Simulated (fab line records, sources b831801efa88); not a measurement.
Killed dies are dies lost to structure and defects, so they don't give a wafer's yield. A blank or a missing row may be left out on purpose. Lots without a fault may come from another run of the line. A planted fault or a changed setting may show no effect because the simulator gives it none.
A struck lot beside a sound one | flow sky130 | 14 steps out of a route of 708
Sound: wafers L363.1, L363.2, L363.6. Struck: wafers L357.1, L357.4, L357.6. The cause comes at the end.
At each step with rows: each side's tool, then ch and its chambers, then its first start. Under that, the readings that differ: sound wafers | struck wafers | difference of the means | sigmas: that difference in standard deviations of wafers without a fault.
alike: readings whose means differ by less than 2 such deviations, and words and numbers that are the same on both sides. not compared: withheld readings, readings that some wafer has no value for, bounds like >300 that may hide the same value, and numbers for which the record gives no deviation and whose values overlap.
The two part at a step that has a row with sigmas, a row that says differs or no value, or rows on one side only. Numbers that don't overlap but have no deviation are shown without sigmas and don't part them. A reading that every wafer of one side lacks parts them only if that side has two wafers or more.

SKY_CAP2M_METAL_ETCH_13: etches TiN in Cl2/BCl3, stops on SiO2, target depth 220 nm, time 62.9 s.
  sound on rie_metal-01 ch 0,1, day 46 17:10; struck on rie_metal-04 ch 0,1, day 45 15:34
  alike: chamber_pressure_mTorr, drypump_motor_current_A, he_backside_leak_sccm, oes_product_au, throttle_valve_pct
  not compared: rf_hours_counter_h
SKY_CAP2M_STRIP_14: strips in O2/N2.
  sound on plasma_asher-02 ch 0,1, day 46 17:14; struck on plasma_asher-04 ch 0, day 45 15:38
  alike: chamber_pressure_mTorr, drypump_motor_current_A, oes_product_au, strip_time_to_endpoint_s
  not compared: rf_hours_counter_h
then, 10 steps without rows for these wafers: SKY_CAP2M_STRIP_15 (strips in post etch residue remover, time 1200 s); SKY_CAP2M_CLEAN_16 (cleans in IPA, time 180 s); SKY_CAP2M_CLEAN_17 (cleans in O3/DIW); SKY_METAL4_DEHYDRATE_05 (time 60 s); SKY_METAL4_HMDS_06 (prime time 60 s); SKY_METAL4_COAT_07 (resist thk 60 nm); SKY_METAL4_COAT_08 (resist thk 1140 nm); SKY_METAL4_SOFTBAKE_09 (time 90 s); SKY_METAL4_EXPOSE_10 (exposes mask MM4, target cd 300 nm); SKY_METAL4_PEB_11.
SKY_METAL4_DEVELOP_12: develop time 60 s.
  sound on litho_track-01 ch 0, day 47 13:00; struck on litho_track-04, day 46 12:00
  no value came back on the struck wafers for chill_plate_temp_C (C), develop_time_s (s), resist_line_temp_C (C); on the sound wafers chill_plate_temp_C (C) reads 23.05 23.08 23.05
  reading                                       | sound          | struck         | difference | sigmas
  model.KrF-thick_of_METAL4_COAT_08.thk_nm (nm) | 1126 1124 1125 | 1139 1138 1139 | +14        |
SKY_METAL4_CD_MEAS_13: target cd 300 nm.
  sound on cd_sem-01, day 47 13:40; struck on cd_sem-01, day 46 12:56
  reading    | sound             | struck | difference                    | sigmas
  cd_nm (nm) | 298.5 298.9 298.7 | - - -  | no value on the struck wafers |

WHERE THEY PART
First at SKY_METAL4_DEVELOP_12; last, within this record, at SKY_METAL4_CD_MEAS_13.

WHY: what the simulator had put in
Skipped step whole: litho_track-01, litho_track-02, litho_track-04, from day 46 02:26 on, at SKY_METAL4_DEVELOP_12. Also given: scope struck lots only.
